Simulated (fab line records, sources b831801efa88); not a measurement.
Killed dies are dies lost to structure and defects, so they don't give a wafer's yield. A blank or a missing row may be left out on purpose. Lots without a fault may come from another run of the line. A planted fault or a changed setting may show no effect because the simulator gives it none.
fab line records | flow sky130
record lots=6 wafers=18 last_day=50
route steps=708 shown GATE_OXIDE@191 POLY_GATE@204 PAD_OPEN@708
lots that met no fault: from a run of the same line without faults
start_h: hours from the record's first day to the start of the lot's first wafer shown | wait_h: hours since the lot's step before | " the same as in the row above | L1.1+2: a row that stands for several wafers | - no value, or no start given | * or withheld: withheld | < > ~ a bound
route shown NAME@n: a module of which the file shows steps, and the number in the route of the first | usual: mean/standard deviation of fault-free wafers | same: alike in all rows | chamber/n: place in a boat | sites: the reading at each site | _std_site: their standard deviation | _edge_site: outer sites' mean less inner sites' | radius_mm: how far each site lies from the wafer's centre | mask NAME#n: copy n | behind: the tool/chamber that last shaped the wafer | hold: why the lot was held/for how many hours/how that ended | device: the transistor (n, p or np) that didn't switch | end of line: the same wafers' tests at the end of the route | a step without rows: its recipe alone | killed: dies lost to structure and defects at the first sort, not the wafer's yield | map: a wafer's dies, x killed, . not, _ none there
set.NAME: the setting as run; set.NAME@STEP: as run at that earlier step | model.NAME: the simulator's own value behind a step, which no gauge read
lots at some steps of the route; a table a step, a row a wafer
services: from which hour (start_h, from the record's first day; less than 0 if before it) a tool's chamber was out of use, for how many hours, and why
## steps
# step SKY_GATE_OXIDE_HMDS_04
# recipe prime_time_s=60 prime_temp_c=120
# step SKY_GATE_OXIDE_COAT_05
# recipe resist=NOVOLAK spin_rpm=3000 resist_thk_nm=1149
# step SKY_GATE_OXIDE_SOFTBAKE_06
# recipe temp_c=90 time_s=60 resist=NOVOLAK
# step SKY_GATE_OXIDE_EXPOSE_07
# recipe mask_id=LVOM na=0.6 source_shape=conventional sigma_outer=0.6 polarization=unpolarized target_cd_nm=600 dose_mj=170
# step SKY_GATE_OXIDE_PEB_08
# recipe temp_c=withheld time_s=* resist=NOVOLAK
# step SKY_GATE_OXIDE_DEVELOP_09
# recipe resist=NOVOLAK developer=TMAH develop_time_s=60 dev_temp_c=23
# step SKY_GATE_OXIDE_OVL_MEAS_10
# usual GATE_OXIDE_OVL=0.4/1.1
# columns lot.wafer tool chamber start_h wait_h GATE_OXIDE_OVL[nm]
L851.1 overlay-01 - 323.36 0.1 2.0
L851.2 " - " " 0.1
L851.5 " - " " 1.2
L857.1 overlay-01 - 368.34 0.1 -0.9
L857.2 " - " " 1.1
L857.5 " - " " 0.4
L859.1 overlay-01 - 370.73 0.1 -1.0
L859.3 " - " " -2.3
L859.4 " - " " -1.6
L865.1 overlay-02 - 422.99 0.1 1.6
L865.4 " - " " 0.5
L865.6 " - " " 0.3
L871.1 overlay-02 - 476.36 0.1 0.4
L871.5 " - " " -0.8
L871.6 " - " " -0.9
L872.1 overlay-02 - 486.46 0.1 1.6
L872.3 " - " " 2.2
L872.4 " - " " 1.6
# step SKY_GATE_OXIDE_IMPLANT_11
# recipe species=B energy_kev=10 dose_cm2=2.6e+12 tilt_deg=withheld
# step SKY_GATE_OXIDE_WET_ETCH_12
# recipe chemistry=dHF target_depth_nm=16.8 dry=n2_spin target=SiO2 dilution=100:1 temp_c=25 time_s=336
# step SKY_GATE_OXIDE_STRIP_13
# recipe chemistry=O2/N2 power_w=1400 pressure_mtorr=1500 platen_temp_c=withheld o2_flow_sccm=3000 n2_flow_sccm=300 overash_fraction=0.5
# usual drypump_motor_current_A=6.0/0.39 oes_product_au=0.715/0.0043 strip_time_to_endpoint_s=14.27/0.035
# columns lot.wafer tool chamber start_h wait_h drypump_motor_current_A oes_product_au rf_hours_counter_h strip_time_to_endpoint_s
L851.1 plasma_asher-04 1 323.66 0.0 5.6 0.722 51 14.32
L851.2 " 0 " " 6.0 0.714 51 14.31
L851.5 " 0 " " 5.9 0.717 - 14.34
L857.1 plasma_asher-03 1 368.63 0.0 5.9 0.718 25 14.30
L857.2 " 0 " " 6.3 0.716 25 14.25
L857.5 " 1 " " 5.9 0.709 - 14.31
L859.1 plasma_asher-01 1 371.04 0.0 6.7 0.711 67 14.28
L859.3 " 1 " " 6.7 0.721 - 14.30
L859.4 " 0 " " 5.6 0.712 - 14.28
L865.1 plasma_asher-01 0 423.29 0.0 5.6 0.713 70 14.29
L865.4 " 0 " " 5.6 0.712 - 14.28
L865.6 " 1 " " 6.7 0.713 - 14.27
L871.1 plasma_asher-03 0 476.66 0.0 6.4 0.709 36 14.27
L871.5 " 0 " " 6.4 0.712 - 14.22
L871.6 " 1 " " 5.9 0.713 - 14.26
L872.1 plasma_asher-01 1 486.75 0.0 6.7 0.720 76 14.21
L872.3 " 0 " " 5.6 0.713 - 14.21
L872.4 " 1 " " 6.7 0.706 - 14.21
# step SKY_GATE_OXIDE_TW_MEAS_14
# usual GATE_OXIDE_TW=223.5/1.3
# columns lot.wafer tool chamber start_h wait_h GATE_OXIDE_TW
L851.1 film_metro-03 - 323.76 0.1 223.3
L851.2 " - " " 223.8
L851.5 " - " " 224.4
L857.1 film_metro-01 - 368.73 0.1 221.4
L857.2 " - " " 222.4
L857.5 " - " " 222.0
L859.1 film_metro-03 - 371.14 0.1 225.0
L859.3 " - " " 224.6
L859.4 " - " " 225.0
L865.1 film_metro-03 - 423.39 0.1 223.2
L865.4 " - " " 223.3
L865.6 " - " " 223.0
L871.1 film_metro-02 - 476.76 0.1 224.1
L871.5 " - " " 224.5
L871.6 " - " " 224.3
L872.1 film_metro-01 - 486.85 0.1 224.3
L872.3 " - " " 223.2
L872.4 " - " " 223.4
# step SKY_GATE_OXIDE_CLEAN_15
# recipe chemistry=SC1/SC2 mix=1:4:20 temp_c=70 time_s=150 dry=n2_spin
# step SKY_GATE_OXIDE_OXIDATION_16
# recipe temp_c=800 ambient=O2 idle_temp_c=700 ramp_up_c_per_min=10 ramp_down_c_per_min=3 stabilise_s=600 purge_s=300 target_thk_a=35.7 ox_time_s=1915
# usual ox_time_s=1915/0 tube_center_temp_C_max=802.1/0.32 zone_power_centre_pct=14.2/1.7
# columns lot.wafer tool chamber start_h wait_h ox_time_s tube_center_temp_C_max zone_power_centre_pct
L851.1 furnace-01 0 324.94 1.1 1915 802.0 12.5
L851.2 " 0 " " 1915 801.7 12.4
L851.5 " 0 " " 1915 802.0 12.4
L857.1 furnace-01 0 369.04 0.2 2298 801.8 12.4
L857.2 " 0 " " 2298 801.8 12.3
L857.5 " 0 " " 2298 802.1 12.4
L859.1 furnace-01 0 371.82 0.6 2298 802.3 12.5
L859.3 " 0 " " 2298 802.1 12.4
L859.4 " 0 " " 2298 802.0 12.3
L865.1 furnace-02 0 424.93 1.4 1915 801.8 16.2
L865.4 " 0 " " 1915 801.9 15.7
L865.6 " 0 " " 1915 802.4 15.8
L871.1 furnace-02 0 477.58 0.7 1915 801.8 15.9
L871.5 " 0 " " 1915 802.7 16.1
L871.6 " 0 " " 1915 802.3 15.8
L872.1 furnace-02 0 486.96 0.0 1915 801.3 15.9
L872.3 " 0 " " 1915 802.2 15.9
L872.4 " 0 " " 1915 802.1 15.8
# step SKY_POLY_GATE_CVD_00
# recipe material=poly-Si target_thk_nm=180 temp_c=620 time_s=720 pressure_mtorr=200
# step SKY_PAD_OPEN_PROBE_99
# usual killed_at_M0_to_M3=42/6.8 killed_at_M4_up=3.4/1.8 killed_at_contacts=25/5.7 killed_at_front_end=16/4.8 killed_at_other=0.2/0.39 killed_dies=87/9.6 killed_open=47/6.9 killed_short=40/6.3
# same gross_dies=492 killed_at_back_side=0
# columns lot.wafer tool chamber start_h wait_h killed_at_M0_to_M3 killed_at_M4_up killed_at_contacts killed_at_front_end killed_at_other killed_dies killed_open killed_short model.etest.pfet_01v8.r_on_ohm_um model.etest.nfet_01v8.r_on_ohm_um model.etest.nfet_01v8_lvt.drive_ua_um model.etest.nfet_01v8_swapped.drive_ua_um model.etest.nfet_01v8_turned.drive_ua_um model.etest.nfet_01v8.drive_ua_um model.etest.sram_nfet_pass.drive_ua_um model.etest.pfet_01v8.drive_ua_um
L851.1 prober-01 - 1090.91 0.1 46 3 26 9 1 85 42 43 2794 828.9 573.7 503.6 502.1 506.3 494.6 200.5
L851.2 prober-01 - 1090.96 0.1 52 3 37 18 0 110 59 51 2820 829.3 576.8 506.2 499.2 504.4 500 197.1
L851.5 prober-01 - 1091.11 0.2 36 2 27 20 0 85 47 38 2941 844.4 575.2 504.6 501.8 505 518.1 190.1
L857.1 prober-01 - 1122.23 0.1 36 3 35 13 0 87 51 36 3157 949.8 485.4 424.3 427.3 420.5 415.6 174.2
L857.5 prober-01 - 1122.43 0.2 37 5 27 14 0 83 36 47 3013 891 509.7 446.8 448.7 444.2 435.7 183
L859.1 prober-01 - 1122.59 0.1 36 4 28 18 0 86 48 38 2917 888.8 529 459.9 456.1 455.8 448.5 191.9
L859.3 prober-01 - 1122.69 0.2 41 1 28 25 0 95 52 43 2929 911.3 516.3 444.9 446.5 444.7 434.2 190.4
L859.4 prober-01 - 1122.74 0.2 39 5 31 22 0 97 55 42 2980 914.9 507.9 444.6 445.1 440.7 430.9 185.8
L865.1 prober-01 - 1154.71 0.1 56 3 27 15 0 101 50 51 2909 817.1 587.2 517.4 519.2 515.7 497.3 193.8
L865.4 prober-01 - 1154.86 0.2 38 5 34 20 0 97 56 41 2903 821.5 584.7 510.4 511.6 511.8 487.4 194.7
L865.6 prober-01 - 1154.96 0.2 53 4 20 18 0 95 51 44 2853 816.8 586.4 509 516.1 511.5 484.2 198.7
L871.1 prober-01 - 1186.09 0.1 33 8 24 12 0 77 37 40 2779 828.8 573.5 502.6 507.3 502.8 502 204.1
L871.5 prober-01 - 1186.29 0.2 47 4 24 11 0 86 39 47 2864 837.6 582.7 511.3 514.2 510.1 490.8 196.7
L871.6 prober-01 - 1186.34 0.2 46 3 20 20 0 89 47 42 2832 848.5 566 504.6 501.7 497.4 486.3 198.7
L872.1 prober-02 - 1189.47 0.1 47 2 29 14 0 92 49 43 2783 851.7 559.8 491.1 492.4 492.2 462.4 202.5
L872.3 prober-02 - 1189.57 0.2 57 2 33 20 0 112 64 48 2779 861.5 561.9 493.2 492.4 489.5 470.8 204.2
L872.4 prober-02 - 1189.62 0.2 36 2 34 17 0 89 47 42 2834 844.9 565.8 498.4 495.4 494.9 485.4 198.6
# killed by level:class
L851.1 VIA1:geometric_particle:open=13 CONTACT:geometric_particle:short=7 LOCAL_INTERCONNECT:geometric_particle:short=6 CONTACT:geometric_particle:open=6 METAL1:geometric_particle:short=6 VIA3:geometric_particle:open=6 VIA2:geometric_particle:open=5 VIA1:geometric_particle:short=5
L851.2 VIA1:geometric_particle:open=17 CONTACT:geometric_particle:open=12 LOCAL_INTERCONNECT:geometric_particle:short=8 LI_CONTACT:geometric_particle:open=7 CONTACT:geometric_particle:short=7 METAL1:geometric_particle:short=6 FIELD_ISO:geometric_particle:short=5 VIA3:geometric_particle:open=5
L851.5 VIA1:geometric_particle:open=14 LI_CONTACT:geometric_particle:open=8 FIELD_ISO:geometric_particle:open=7 CONTACT:geometric_particle:open=7 CONTACT:geometric_particle:short=6 METAL2:geometric_particle:short=4 METAL3:geometric_particle:short=4 FIELD_ISO:geometric_particle:short=3
L857.1 CONTACT:geometric_particle:open=13 VIA1:geometric_particle:short=7 VIA1:geometric_particle:open=7 LI_CONTACT:geometric_particle:open=7 VIA3:geometric_particle:open=6 POLY_GATE:geometric_particle:open=5 LOCAL_INTERCONNECT:geometric_particle:short=5 LOCAL_INTERCONNECT:geometric_particle:open=5
L857.5 LOCAL_INTERCONNECT:geometric_particle:short=7 VIA1:geometric_particle:open=7 CONTACT:geometric_particle:short=6 LI_CONTACT:geometric_particle:open=6 CONTACT:geometric_particle:open=5 VIA3:geometric_particle:open=5 POLY_GATE:geometric_particle:short=4 METAL1:geometric_particle:short=4
L859.1 VIA1:geometric_particle:open=12 LI_CONTACT:geometric_particle:open=8 CONTACT:geometric_particle:short=8 POLY_GATE:geometric_particle:short=7 CONTACT:geometric_particle:open=7 VIA3:geometric_particle:open=7 METAL2:geometric_particle:short=5 FIELD_ISO:geometric_particle:open=4
L859.3 CONTACT:geometric_particle:open=12 LI_CONTACT:geometric_particle:open=10 METAL1:geometric_particle:short=7 POLY_GATE:geometric_particle:open=7 VIA1:geometric_particle:short=7 METAL2:geometric_particle:short=7 VIA1:geometric_particle:open=6 VIA3:geometric_particle:open=6
L859.4 CONTACT:geometric_particle:open=15 VIA1:geometric_particle:open=11 CONTACT:geometric_particle:short=8 VIA3:geometric_particle:open=7 VIA1:geometric_particle:short=7 FIELD_ISO:geometric_particle:short=6 POLY_GATE:geometric_particle:short=6 LI_CONTACT:geometric_particle:open=5
L865.1 VIA1:geometric_particle:open=15 CONTACT:geometric_particle:open=10 LI_CONTACT:geometric_particle:open=8 VIA1:geometric_particle:short=8 METAL2:geometric_particle:short=8 VIA2:geometric_particle:open=6 METAL1:geometric_particle:short=6 VIA2:geometric_particle:short=5
L865.4 CONTACT:geometric_particle:open=14 LI_CONTACT:geometric_particle:open=11 FIELD_ISO:geometric_particle:open=8 VIA1:geometric_particle:open=7 METAL4:geometric_particle:short=5 METAL1:geometric_particle:short=5 VIA2:geometric_particle:open=5 FIELD_ISO:geometric_particle:short=4
L865.6 VIA1:geometric_particle:open=12 CONTACT:geometric_particle:open=8 METAL1:geometric_particle:short=8 METAL2:geometric_particle:short=6 VIA2:geometric_particle:open=6 VIA3:geometric_particle:open=6 LI_CONTACT:geometric_particle:open=5 VIA1:geometric_particle:short=5
L871.1 CONTACT:geometric_particle:open=10 VIA1:geometric_particle:open=8 METAL4:geometric_particle:short=7 METAL1:geometric_particle:short=5 CONTACT:geometric_particle:short=5 VIA1:geometric_particle:short=5 VIA2:geometric_particle:open=5 FIELD_ISO:geometric_particle:short=4
L871.5 METAL2:geometric_particle:short=9 VIA1:geometric_particle:short=9 LI_CONTACT:geometric_particle:open=8 CONTACT:geometric_particle:open=7 VIA1:geometric_particle:open=7 CONTACT:geometric_particle:short=6 VIA2:geometric_particle:open=6 VIA2:geometric_particle:short=5
L871.6 VIA1:geometric_particle:open=10 METAL2:geometric_particle:short=7 VIA1:geometric_particle:short=7 LI_CONTACT:geometric_particle:open=6 CONTACT:geometric_particle:open=6 POLY_GATE:geometric_particle:open=5 VIA2:geometric_particle:short=5 VIA3:geometric_particle:short=5
L872.1 CONTACT:geometric_particle:open=16 VIA3:geometric_particle:open=10 VIA1:geometric_particle:short=7 FIELD_ISO:geometric_particle:short=6 VIA1:geometric_particle:open=6 METAL2:geometric_particle:short=6 VIA2:geometric_particle:open=5 METAL1:geometric_particle:short=5
L872.3 CONTACT:geometric_particle:open=13 VIA2:geometric_particle:open=11 VIA1:geometric_particle:open=10 LI_CONTACT:geometric_particle:open=10 METAL1:geometric_particle:short=9 VIA3:geometric_particle:open=7 POLY_GATE:geometric_particle:short=6 METAL2:geometric_particle:short=5
L872.4 LI_CONTACT:geometric_particle:open=12 CONTACT:geometric_particle:open=10 METAL1:geometric_particle:short=7 CONTACT:geometric_particle:short=6 METAL2:geometric_particle:short=6 VIA3:geometric_particle:open=5 POLY_GATE:geometric_particle:short=5 POLY_GATE:geometric_particle:open=5
## services
# columns tool chamber start_h hours kind
furnace-02 - 325.64 3.4 pm
plasma_asher-01 - 371.14 25.5 pm
furnace-01 - 381.09 14.5 pm
furnace-01 - 399.68 2.9 pm
plasma_asher-01 - 405.40 0.4 repair
plasma_asher-03 - 412.42 2.6 repair
plasma_asher-01 - 419.84 1.1 repair
plasma_asher-01 - 468.41 0.8 repair
furnace-01 - 475.88 8.5 pm
plasma_asher-04 - 479.54 2.8 pm
## key
first_sign step=SKY_GATE_OXIDE_OXIDATION_16 reading=ox_time_s direction=up sigmas=99+ usual=* struck=*
effect none on later readings
model_effect step=SKY_PAD_OPEN_PROBE_99 value=etest.pfet_01v8.r_on_ohm_um without=2876 struck=2999
met_at SKY_GATE_OXIDE_OXIDATION_16
struck_wafers L857.1,L857.2,L857.5,L859.1,L859.3,L859.4
rows_end L857.2
tester_left_out L857,L859
onset_between 324.94 369.04
fault kind=process_parameter_drift tool=furnace-01 chamber=- onset_h=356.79 steps=SKY_GATE_OXIDE_OXIDATION_16 channel=ox_time_s offset=* shape=step end_h=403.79 acts_in=* stated=*
# tester_left_out: of these lots the tester's yield and bins aren't shown, on N5 and GAA mostly nor the transistor test; their killed dies are dies lost to structure and defects alone, not to doping, threshold or leakage, so they don't give the yield
# rows_end: these wafers met a further fault down the route, and their rows from its step on are left out
